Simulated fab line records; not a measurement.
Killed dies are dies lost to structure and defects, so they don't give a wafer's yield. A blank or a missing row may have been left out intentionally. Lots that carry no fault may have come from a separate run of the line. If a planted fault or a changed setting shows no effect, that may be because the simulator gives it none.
Comparing a struck lot with a sound one | flow sfq-line | 14 steps out of a route of 325
Sound: the wafers L847.1, L847.2, L847.5. Struck: wafer L850.6 (left out: L850.2, L850.4 of the same lot, which were not struck); the cause appears at the end.
Per side, at each step with rows, come the tool, then ch with its chambers, and then its first start. Under that, the readings that differ: sound wafers | struck wafers | difference of the means | sigmas: that difference in standard deviations of wafers without a fault.
alike: readings with means less than 2 such deviations apart, plus words and numbers identical on both sides. not compared: withheld readings, readings lacking a value on some wafer, bounds such as >300 that could conceal the same value, and numbers that have no deviation in the record and whose values overlap.
The two part at a step that has a row with sigmas, a row that says differs or no value, or rows on one side only. Numbers that have no deviation but don't overlap get no sigmas and don't part them. Lack of a reading on every wafer of one side parts them only where that side has two or more wafers.

SFQ_INCOMING_BOW_MEAS_900:
  sound on film-metro-01 at day 2 01:00; struck on film-metro-03 at day 2 16:01
  reading           | sound   | struck | difference | sigmas
  INCOMING_BOW (um) | -1 12 0 | 17     | +13        | +2
then, 1 step without rows for these wafers: SFQ_TRILAYER_INCOMING_OXIDATION_002 (target thk 500 nm, ox time 4939 s).
SFQ_TRILAYER_L0_DEP_SPUTTER_003: material MoNx KI, target thk 40 nm, time 100 s.
  sound on pvd-sputter-06 at day 2 03:29; struck on pvd-sputter-06 at day 2 18:29
  alike: throttle-valve-pct
SFQ_L0_RS_MEAS_901: the measuring method here is four-point-probe.
  sound on film-metro-02 at day 2 03:34; struck on film-metro-04 at day 2 18:35
  alike: L0_MONX_KI_RS
SFQ_L0_THK_MEAS_902: measures by xrf.
  sound on film-metro-02 at day 2 03:41; struck on film-metro-04 at day 2 18:41
  reading             | sound          | struck | difference | sigmas
  L0_MONX_KI_THK (nm) | 39.6 40.4 39.9 | 39.0   | -1.0       | -2
then, 6 steps without rows for these wafers: SFQ_TRILAYER_L0_LITHO_COAT_010 (resist thk 62 nm); SFQ_TRILAYER_L0_LITHO_COAT_005 (resist thk 600 nm); SFQ_TRILAYER_L0_LITHO_SOFTBAKE_009; SFQ_TRILAYER_L0_LITHO_EXPOSE_006 (exposes mask L0, target cd 2000 nm); SFQ_TRILAYER_L0_LITHO_PEB_008 (peb time 60 s); SFQ_TRILAYER_L0_LITHO_DEVELOP_007 (time 60 s).
-- the record jumps here: 3 days lie between the struck wafers' starts before and after --
SFQ_TRILAYER_L0_BARC_OPEN_METAL_ETCH_010: etches BARC in O2, target depth 125 nm, time 41.7 s.
  sound on rie-metal-02 ch 0,1, day 4 23:59; struck on rie-metal-02 ch 1, day 5 21:16
  reading                                             | sound             | struck | difference | sigmas
  oes-product-au (a.u.)                               | 0.687 0.684 0.681 | 0.749  | +0.065     | +16
  run-length-s (s)                                    | 70.22 70.50 70.18 | 65.37  | -4.93      | -16
  model.KrF_of_TRILAYER_L0_LITHO_COAT_005.thk-nm (nm) | 523 523.5 523.7   | 530.4  | +7.0       |
  alike: drypump-motor-current-A
  not compared: rf-fwd-power-W, rf-hours-counter-h
SFQ_TRILAYER_L0_ETCH_METAL_ETCH_008: etches MoNx KI in SF6/O2, stops on SiO2, target depth 50 nm, time 25 s.
  sound on rie-metal-02 ch 0,1, day 5 00:03; struck on rie-metal-02 ch 1, day 5 21:19
  reading                                             | sound             | struck | difference | sigmas
  oes-product-au (a.u.)                               | 0.877 0.889 0.882 | 0.862  | -0.021     | -3
  rf-fwd-power-W (W)                                  | 594.3 594.1 595.1 | 599.9  | +5.4       | +2
  model.KrF_of_TRILAYER_L0_LITHO_COAT_005.thk-nm (nm) | 481.7 482.1 482.2 | 488.7  | +6.7       |
  alike: drypump-motor-current-A, run-length-s
  not compared: rf-hours-counter-h
SFQ_TRILAYER_L0_STRIP_STRIP_009: strips in O2.
  sound on rie-metal-02 ch 0,1, day 5 00:06; struck on rie-metal-02 ch 1, day 5 21:22
  alike: drypump-motor-current-A, oes-product-au
  not compared: rf-hours-counter-h

WHERE THEY PART
Earliest at SFQ_INCOMING_BOW_MEAS_900; latest, in this record, at SFQ_TRILAYER_L0_ETCH_METAL_ETCH_008. Later steps at which nothing parts them and some readings are alike: SFQ_TRILAYER_L0_STRIP_STRIP_009.

WHY: whatever the simulator had introduced
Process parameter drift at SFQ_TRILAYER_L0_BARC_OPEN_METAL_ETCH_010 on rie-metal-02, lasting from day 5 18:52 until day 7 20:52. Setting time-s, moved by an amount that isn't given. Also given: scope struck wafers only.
